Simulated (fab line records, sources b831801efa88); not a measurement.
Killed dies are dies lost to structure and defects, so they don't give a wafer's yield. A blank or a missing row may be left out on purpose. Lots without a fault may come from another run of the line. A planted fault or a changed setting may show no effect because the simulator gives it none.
Split-lot experiment | flow sfq_line | 4 lots, 10 wafers read, on a route of 325 steps

THE SPLIT
At SFQ_TRILAYER_M5_LITHO_COAT_128 (resist thk 62 nm), the setting spin_rpm was moved away from the recipe's 3000 rpm on 3 of the 10 wafers read, by -6.2% to -5.7%. The other wafers ran this setting at the recipe's value.

FROM THE SPLIT TO THE READING: what the file shows between them, 1 step
- SFQ_TRILAYER_M5_LITHO_COAT_123: resist thk 600 nm (also split here: spin_rpm)

THE READING
etch.depth_nm (the simulator's own value, which no gauge read), in nm, at SFQ_TRILAYER_M5_BARC_OPEN_METAL_ETCH_161 (etches BARC in O2, target depth 125 nm, time 41.7 s). The file gives no usual value for it. The 7 wafers here that ran the recipe average 62.04 nm, standard deviation 0.048 nm.

wafer  | tool, chamber at the split | spin_rpm as run, rpm | against the recipe | etch.depth_nm, nm | against lot-mates on the recipe
L075.4 | litho_track-04, 0          | 3000                 | recipe             | 62.12             | -
L079.1 | litho_track-04, 0          | 3000                 | recipe             | 62.1              | -
L079.2 | litho_track-04, 0          | 3000                 | recipe             | 61.98             | -
L079.5 | litho_track-04, 0          | 3000                 | recipe             | 62.03             | -
L082.1 | litho_track-04, 0          | 2829                 | -5.7%              | 63.75             | +1.75
L082.4 | litho_track-04, 0          | 2829                 | -5.7%              | 63.7              | +1.70
L082.5 | litho_track-04, 0          | 3000                 | recipe             | 62                | -
L085.1 | litho_track-04, 0          | 3000                 | recipe             | 62.01             | -
L085.4 | litho_track-04, 0          | 2814                 | -6.2%              | 63.87             | +1.85
L085.5 | litho_track-04, 0          | 3000                 | recipe             | 62.03             | -

THE FIT
A straight line over all 10 wafers: etch.depth_nm changes by -0.296 nm for each +1% of spin_rpm; r = -1.00; the points scatter about the line by 0.047 nm.
The same after taking each lot's own level away (the mean of its wafers on the recipe; 10 wafers): -0.301 nm for each +1%; r = -1.00; scatter 0.034 nm.
On that fit, the largest move of spin_rpm shifts the reading by 1.9 nm.
The lots' own levels span 62.000 to 62.120 nm, that is 2.5 times the standard deviation above.
So the lot-to-lot level changes the slope little: the two slopes agree.
Check: with one of the wafers moved furthest among these (-6.2%) left out of the fit, the line predicts +1.88 nm for it against its lot-mates. It came out at +1.85 nm against them.

OTHER SPLITS ON THESE WAFERS
These wafers also went through other splits before the reading. Each is held against what the fit with the lots' levels taken away leaves over:
other split on the same wafers                   | wafers away from the commonest value | r with etch.depth_nm (lot level and that fit taken away)
SFQ_TRILAYER_M3_LITHO_EXPOSE_076 dose_mj         | 3                                    | -0.09
SFQ_TRILAYER_M4_LITHO_COAT_093 resist_thk_nm     | 3                                    | +0.11
SFQ_TRILAYER_M4_BARC_OPEN_METAL_ETCH_123 bias_w  | 3                                    | +0.19
SFQ_TRILAYER_I4_VIA_LITHO_COAT_108 resist_thk_nm | 4                                    | +0.19
SFQ_TRILAYER_JJ_TRILAYER_DEP_SPUTTER_110 time_s  | 3                                    | -0.20
SFQ_TRILAYER_JJ_TRILAYER_DEP_SPUTTER_112 power_w | 1                                    | +0.00
SFQ_TRILAYER_M5_LITHO_COAT_123 spin_rpm          | 5                                    | +0.14

THE WHOLE CHAIN: every reading that the file lists as answering this split, in the file's order
step                                     | what it does                                        | reading                                                                                    | change (the file's fit)               | r (the file's)
SFQ_TRILAYER_M5_LITHO_COAT_128           | resist thk 62 nm                                    | BARC_of_TRILAYER_M5_LITHO_COAT_128.thk_nm (the simulator's own value, which no gauge read) | -0.309 nm for each +1% of the setting | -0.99
SFQ_TRILAYER_M5_BARC_OPEN_METAL_ETCH_161 | etches BARC in O2, target depth 125 nm, time 41.7 s | etch.depth_nm (the simulator's own value, which no gauge read)                             | -0.3 nm for each +1% of the setting   | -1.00

THE FILE'S OWN FIT
etch.depth_nm changes by -0.3 nm for each +1% of spin_rpm, r = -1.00.
